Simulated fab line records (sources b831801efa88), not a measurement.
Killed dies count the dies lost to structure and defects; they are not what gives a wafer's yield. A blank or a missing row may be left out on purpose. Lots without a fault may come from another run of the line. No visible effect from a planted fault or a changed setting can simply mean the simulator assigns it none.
Split-lot trial	flow gf180mcu	27 wafers read across 5 lots, on a route 602 steps long

## THE SPLIT
At GF_MIM_CVD_05 (deposits Si3N4, target thk 42 nm, time 29.086 s), the setting time_s was moved away from the recipe's 29.086 s on 12 of the 27 wafers read, by -58.0% to +39.4%. The other wafers ran this setting at the recipe's value.

No step appears in the file between the split and the reading.

## THE READING
Values of MIM_CVD_05_THK in nm from GF_MIM_THK_MEAS_06. Typical for fault-free wafers on this fab line: 41.9 nm, with standard deviation 0.59 nm.

wafer	tool, chamber at the split	time_s as run, s	against the recipe	MIM_CVD_05_THK, nm	against lot-mates on the recipe
L074.1	pecvd-01, 2	29.086	recipe	41.8	-
L074.3	pecvd-01, 2	29.086	recipe	42.7	-
L074.6	pecvd-01, 2	29.086	recipe	42.2	-
L075.1	pecvd-01, 2	40.55	+39.4%	57.9	+16.5
L075.2	pecvd-01, 1	29.086	recipe	41.1	-
L075.3	pecvd-01, 0	40.55	+39.4%	57.8	+16.4
L075.4	pecvd-01, 0	29.086	recipe	41.7	-
L075.5	pecvd-01, 2	40.55	+39.4%	58.4	+17.0
L075.6	pecvd-01, 1	29.086	recipe	41.5	-
L079.1	pecvd-01, 1	29.086	recipe	40.9	-
L079.2	pecvd-01, 0	13.52	-53.5%	18.9	-22.4
L079.3	pecvd-01, 2	29.086	recipe	41.2	-
L079.4	pecvd-01, 1	13.52	-53.5%	18.8	-22.5
L079.5	pecvd-01, 2	13.52	-53.5%	19.3	-22.0
L079.6	pecvd-01, 0	29.086	recipe	41.7	-
L081.1	pecvd-02, 2	29.086	recipe	41.6	-
L081.2	pecvd-02, 0	29.086	recipe	41.9	-
L081.3	pecvd-02, 1	29.086	recipe	41.9	-
L081.4	pecvd-02, 1	23.98	-17.6%	34.5	-7.3
L081.5	pecvd-02, 2	23.98	-17.6%	34.8	-7.0
L081.6	pecvd-02, 0	23.98	-17.6%	34.8	-7.0
L085.1	pecvd-02, 1	12.21	-58.0%	17.0	-24.3
L085.2	pecvd-02, 2	29.086	recipe	40.9	-
L085.3	pecvd-02, 0	12.21	-58.0%	16.8	-24.5
L085.4	pecvd-02, 0	29.086	recipe	41.8	-
L085.5	pecvd-02, 2	29.086	recipe	41.3	-
L085.6	pecvd-02, 1	12.21	-58.0%	17.3	-24.0

THE FIT
A straight line over all 27 wafers: MIM_CVD_05_THK changes by +0.421 nm for each +1% of time_s; r = +1.00; the points scatter about the line by 0.44 nm.
The same after taking each lot's own level away (the mean of its wafers on the recipe; 27 wafers): +0.418 nm for each +1%; r = +1.00; scatter 0.29 nm.
According to that fit, moving time_s by its largest amount changes the reading by 24 nm.
Across the lots, their own levels run from 41.27 to 42.23 nm, a range of 1.6 times the standard deviation given above.
Hence the lot-to-lot level has little effect on the slope; both slopes agree.
Check: -24.2 nm against its lot-mates is what the line predicts for one of the wafers moved furthest among these (-58.0%) when that wafer is left out of the fit. It came out at -24.3 nm against them.

## FURTHER SPLITS ON THESE WAFERS
Before the reading, these wafers also passed through other splits. Each is held against what the fit with the lots' levels taken away leaves over:
other split on the same wafers	wafers away from the commonest value	r with MIM_CVD_05_THK (lot level and that fit taken away)
GF_V3_CVD_02 time_s	12	+0.18
GF_M4_DEVELOP_13 develop_time_s	9	+0.24

## THE WHOLE CHAIN: every reading that the file lists as answering this split, in the file's order
step	what it does	reading	change (the file's fit)	r (the file's)
GF_MIM_CVD_05	deposits Si3N4, target thk 42 nm, time 29.086 s	Si3N4_of_MIM_CVD_05.thk_nm (the simulator's own value, which no gauge read)	+0.418 nm for each +1% of the setting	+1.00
GF_MIM_THK_MEAS_06		MIM_CVD_05_THK	+0.418 for each +1% of the setting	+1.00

## FILE'S OWN FIT
MIM_CVD_05_THK changes by +0.418 nm for each +1% of time_s, r = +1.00.
